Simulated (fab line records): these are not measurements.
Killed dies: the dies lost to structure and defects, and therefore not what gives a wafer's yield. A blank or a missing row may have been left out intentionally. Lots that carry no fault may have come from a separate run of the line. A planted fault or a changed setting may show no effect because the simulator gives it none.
Struck lot and sound lot, side by side | flow sky130 | 16 steps out of a route of 708
Sound: the wafers L334.1, L334.3, L334.5. Struck: wafer L348.2 (left out: L348.1, L348.3 of the same lot, which were not struck); the cause appears at the end.
Order at every step that has rows: each side's tool, ch and its chambers, its first start. Under that, the readings that differ: sound wafers | struck wafers | difference of the means | sigmas: that difference in standard deviations of wafers without a fault.
alike: same words and numbers on both sides, and readings whose means sit less than 2 such deviations apart. not compared: any withheld reading, any reading some wafer has no value for, any bound like >300 that may hide the same value, and any number with overlapping values for which the record gives no deviation.
The two part at a step that has a row with sigmas, a row that says differs or no value, or rows on one side only. Numbers that don't overlap but have no deviation are shown without sigmas and don't part them. Lack of a reading on every wafer of one side parts them only where that side has two or more wafers.

first, 7 steps without rows for these wafers: SKY_METAL4_HMDS_06 (prime time 60 s); SKY_METAL4_COAT_07 (resist thk 60 nm); SKY_METAL4_COAT_08 (resist thk 1140 nm); SKY_METAL4_SOFTBAKE_09 (time 90 s); SKY_METAL4_EXPOSE_10 (exposes mask MM4, target cd 300 nm); SKY_METAL4_PEB_11; SKY_METAL4_DEVELOP_12 (develop time 60 s).
SKY_METAL4_CD_MEAS_13 targets a cd of 300 nm.
  sound on cd-sem-02 at day 44 12:21; struck on cd-sem-02 at day 49 13:48
  alike: cd-nm
SKY_METAL4_OVL_MEAS_14:
  sound on overlay-01 at day 44 12:28; struck on overlay-02 at day 49 13:55
  alike: METAL4_OVL
SKY_METAL4_DESCUM_15: chemistry O2, time 8 s.
  sound on rie-metal-02 ch 0,1, day 44 12:30; struck on rie-metal-02 ch 1, day 49 13:57
  alike: drypump-motor-current-A, oes-product-au
  not compared: rf-hours-counter-h
SKY_METAL4_ETCH_16: etches BARC in N2/H2, stops on SiO2, time 88.2 s, target depth 60 nm.
  sound on rie-metal-02 ch 0,1, day 44 12:32; struck on rie-metal-02 ch 1, day 49 14:01
  alike: drypump-motor-current-A, h2-flow-sccm, oes-product-au, throttle-valve-pct
  not compared: rf-hours-counter-h
SKY_METAL4_ETCH_17: etches SiO2 in C4F8/O2/Ar, stops on TiN, time 3.9 s, target depth 15 nm.
  sound on rie-diel-04 ch 1,2,3, day 44 12:38; struck on rie-diel-02 ch 0, day 49 14:13
  alike: oes-product-au
  not compared: rf-hours-counter-h
SKY_METAL4_METAL_ETCH_18: etches the open film in Cl2/BCl3, stops on SiO2, target depth 845 nm, time 183.1 s.
  sound on rie-metal-04 ch 0,1, day 44 12:39; struck on rie-metal-04 ch 1, day 49 14:14
  reading                                       | sound             | struck | difference | sigmas
  oes-product-au (a.u.)                         | 0.874 0.865 0.863 | 0.781  | -0.086     | -12
  model.KrF-thick_of_METAL4_COAT_08.thk-nm (nm) | 509.9 538 510.6   | 714    | +194       |
  model.METAL4.feature-depth-nm (nm)            | 869.6 857.6 862.6 | 736    | -127       |
  model.etch.depth-nm (nm)                      | 869.6 857.6 862.6 | 736    | -127       |
  alike: drypump-motor-current-A, mfc-cl2-sccm, throttle-valve-pct
  not compared: rf-hours-counter-h
SKY_METAL4_STRIP_19: strips in O2/N2.
  sound on plasma-asher-03 ch 0,1, day 44 12:50; struck on plasma-asher-01 ch 0, day 49 14:25
  reading                      | sound             | struck | difference | sigmas
  drypump-motor-current-A (A)  | 5.43 5.44 5.15    | 5.92   | +0.58      | +2
  oes-product-au (a.u.)        | 0.499 0.505 0.492 | 0.581  | +0.082     | +13
  strip-time-to-endpoint-s (s) | 6.37 6.64 6.38    | 8.36   | +1.90      | +16
  not compared: rf-hours-counter-h
then, 1 step without rows for these wafers: SKY_METAL4_STRIP_20 (strips in post etch residue remover, time 1200 s).
-- the record jumps here: 3 days lie between the struck wafers' starts before and after (it left off in module METAL4 and takes up again in module PAD_OPEN, whose first step shown is number 708 of the route) --
SKY_PAD_OPEN_PROBE_99:
  sound on prober-01 at day 48 11:54; struck on prober-01 at day 52 17:29
  reading                  | sound          | struck                    | difference                   | sigmas
  hold                     | - - -          | await-dispo/11.7h/release | no value on the sound wafers |
  defect-limited-yield (%) | 83.1 79.1 80.9 | 0                         | -81                          | -45
  killed_at_M4_up          | 2 2 1          | 407                       | +405                         | +99 or more
  killed-dies              | 83 103 94      | 492                       | +399                         | +44
  killed-on-rim            | 19 21 12       | 96                        | +79                          | +21
  sort_bin_5_function (%)  | 9.6 10.6 11.2  | 93.3                      | +82.8                        | +59
  sort-n-pass              | 409 389 398    | 0                         | -399                         | -44
  sort-yield-pct (%)       | 83.1 79.1 80.9 | 0                         | -81                          | -45
  alike: killed_at_M0_to_M3, killed-at-contacts, killed-at-front-end, killed-at-other, killed-open, killed-short, sort_bin_3_pad_short, sort_bin_6_memory

WHERE THEY PART
Earliest at SKY_METAL4_METAL_ETCH_18; latest, in this record, at SKY_PAD_OPEN_PROBE_99.

WHY: the cause the simulator had injected
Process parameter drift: rie-metal-04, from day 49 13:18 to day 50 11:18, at SKY_METAL4_METAL_ETCH_18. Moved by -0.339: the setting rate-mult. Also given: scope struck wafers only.
